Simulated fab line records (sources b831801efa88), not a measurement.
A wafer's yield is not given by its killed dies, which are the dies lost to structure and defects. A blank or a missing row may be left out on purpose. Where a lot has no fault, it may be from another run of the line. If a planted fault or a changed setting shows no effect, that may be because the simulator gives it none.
Matching of chambers + flow sfq line + SFQ_TRILAYER_I0_CMP_CMP_028 on cmp-02: 4 sister chambers
The step polishes SiO2. 8 wafers are shown with their chamber, then 8 later ones without.

WAFERS, EACH WITH ITS CHAMBER
| wafer  | chamber | motor current A (A) | time to endpoint s (s) |
|--------|---------|---------------------|------------------------|
| L886.2 | 0       | 10.1                | 209                    |
| L886.5 | 0       | 10.5                | 207                    |
| L889.2 | 3       | 11.2                | 211                    |
| L889.4 | 2       | 10.0                | 211                    |
| L890.4 | 1       | 9.2                 | 203                    |
| L890.5 | 2       | 9.4                 | 197                    |
| L890.6 | 1       | 9.5                 | 204                    |
| L895.3 | 3       | 11.2                | 191                    |

WAFERS WITH NO CHAMBER GIVEN
| wafer  | motor current A (A) | time to endpoint s (s) |
|--------|---------------------|------------------------|
| L895.2 | 9.5                 | 200                    |
| L895.5 | 10.6                | 209                    |
| L896.1 | 11.0                | 194                    |
| L896.3 | 10.6                | 187                    |
| L896.5 | 10.4                | 204                    |
| L903.1 | 10.7                | 215                    |
| L903.2 | 10.5                | 203                    |
| L903.6 | 10.0                | 217                    |

CHAMBER TAKEN BY EACH
| wafer  | from the rows above          | in truth |
|--------|------------------------------|----------|
| L895.2 | can't be placed: 1 or 2      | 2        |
| L895.5 | can't be placed: 0 or 3      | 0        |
| L896.1 | can't be placed: 3 or 0      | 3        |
| L896.3 | can't be placed: 0 or 3 or 2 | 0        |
| L896.5 | can't be placed: 0 or 2      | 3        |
| L903.1 | can't be placed: 0 or 3      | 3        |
| L903.2 | can't be placed: 0 or 3 or 2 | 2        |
| L903.6 | can't be placed: 0 or 2 or 1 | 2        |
Correctly placed: 0 of 8. Can't be placed from these rows: 8 (the true chamber is among the candidates in 7). Placed wrongly: 0.
How it was worked out, from the rows above alone: a wafer's distance from a chamber is the root of the sum, over the readings, of the square of ((its reading less the chamber's mean) divided by the reading's scatter). The wafer belongs to the nearest chamber; if the next one is less than 2 further off, it can't be placed. A chamber's mean is the mean of its shown wafers. The scatter: the root of (the sum of the squares of (reading less its chamber's mean) over the shown wafers, divided by (wafers less chambers)).
